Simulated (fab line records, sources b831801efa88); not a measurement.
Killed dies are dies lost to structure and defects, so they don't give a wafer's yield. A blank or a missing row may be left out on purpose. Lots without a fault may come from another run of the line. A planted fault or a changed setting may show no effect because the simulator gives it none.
A struck lot beside a sound one | flow sky130 | 17 steps out of a route of 708
Sound: wafers L378.1, L378.2, L378.4. Struck: wafers L397.1, L397.2, L397.4. The cause comes at the end.
At each step with rows: each side's tool, then ch and its chambers, then its first start. Under that, the readings that differ: sound wafers | struck wafers | difference of the means | sigmas: that difference in standard deviations of wafers without a fault.
alike: readings whose means differ by less than 2 such deviations, and words and numbers that are the same on both sides. not compared: withheld readings, readings that some wafer has no value for, bounds like >300 that may hide the same value, and numbers for which the record gives no deviation and whose values overlap.
The two part at a step that has a row with sigmas, a row that says differs or no value, or rows on one side only. Numbers that don't overlap but have no deviation are shown without sigmas and don't part them. A reading that every wafer of one side lacks parts them only if that side has two wafers or more.

first, 1 step without rows for these wafers: SKY_LDD_N_IMPLANT_15.
SKY_LDD_N_STRIP_16: strips in O2/N2.
  sound on plasma_asher-04 ch 0,1, day 18 23:33; struck on plasma_asher-03 ch 0,1, day 25 13:30
  alike: drypump_motor_current_A, oes_product_au, strip_time_to_endpoint_s
  not compared: rf_hours_counter_h
SKY_LDD_N_TW_MEAS_17:
  sound on film_metro-02, day 18 23:39; struck on film_metro-04, day 25 13:36
  alike: LDD_N_TW
then, 7 steps without rows for these wafers: SKY_LDD_P_DEHYDRATE_00 (time 60 s); SKY_LDD_P_HMDS_01 (prime time 60 s); SKY_LDD_P_COAT_02 (resist thk 1140 nm); SKY_LDD_P_SOFTBAKE_03 (time 60 s); SKY_LDD_P_EXPOSE_04 (exposes mask PSDM, target cd 380 nm); SKY_LDD_P_PEB_05; SKY_LDD_P_DEVELOP_06 (develop time 62.21 s).
SKY_LDD_P_CD_MEAS_07: target cd 380 nm.
  sound on cd_sem-02, day 20 07:22; struck on cd_sem-01, day 26 20:02
  alike: cd_nm
SKY_LDD_P_OVL_MEAS_08:
  sound on overlay-01, day 20 07:29; struck on overlay-01, day 26 20:10
  alike: LDD_P_OVL
SKY_LDD_P_IMPLANT_09:
  sound on implanter-04 ch 0, day 20 07:31; struck on implanter-04 ch 0, day 26 20:12
  reading            | sound                         | struck                        | difference | sigmas
  dose_ions_cm2      | 9.997e+12 9.997e+12 9.987e+12 | 8.507e+12 8.504e+12 8.512e+12 | -1.486e+12 | -99 or more
  faraday_current_uA | 56.3 53.6 56.5                | 49.0 48.3 48.5                | -6.9       | -6
  alike: end_station_pressure_torr
SKY_LDD_P_STRIP_10: strips in O2/N2.
  sound on plasma_asher-04 ch 0,1, day 20 07:40; struck on plasma_asher-03 ch 0,1, day 26 20:21
  alike: drypump_motor_current_A, oes_product_au, strip_time_to_endpoint_s
  not compared: rf_hours_counter_h
SKY_LDD_P_TW_MEAS_11:
  sound on film_metro-02, day 20 07:46; struck on film_metro-03, day 26 20:27
  reading  | sound       | struck      | difference | sigmas
  LDD_P_TW | 650 648 653 | 601 598 601 | -50        | -6
then, 1 step without rows for these wafers: SKY_LDD_HVN_DEHYDRATE_00 (time 60 s).
-- the record jumps here: 25 days lie between the struck wafers' starts before and after (it left off in module LDD_HVN and takes up again in module PAD_OPEN, whose first step shown is number 708 of the route) --
SKY_PAD_OPEN_PROBE_99:
  sound on prober-02, day 47 08:52; struck on prober-01, day 51 10:50
  reading                     | sound          | struck         | difference | sigmas
  killed_at_M0_to_M3          | 26 31 52       | 47 63 50       | +17        | +2
  model.etest.tip_p.rs_ohm_sq | 6986 6959 6940 | 8018 7970 8001 | +1035      |
  alike: killed_at_M4_up, killed_at_contacts, killed_at_front_end, killed_at_other, killed_dies, killed_open, killed_short

WHERE THEY PART
First at SKY_LDD_P_IMPLANT_09; last, within this record, at SKY_PAD_OPEN_PROBE_99.

WHY: what the simulator had put in
Process parameter drift: implanter-04, from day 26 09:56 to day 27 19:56, at SKY_LDD_P_IMPLANT_09. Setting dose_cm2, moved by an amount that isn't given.
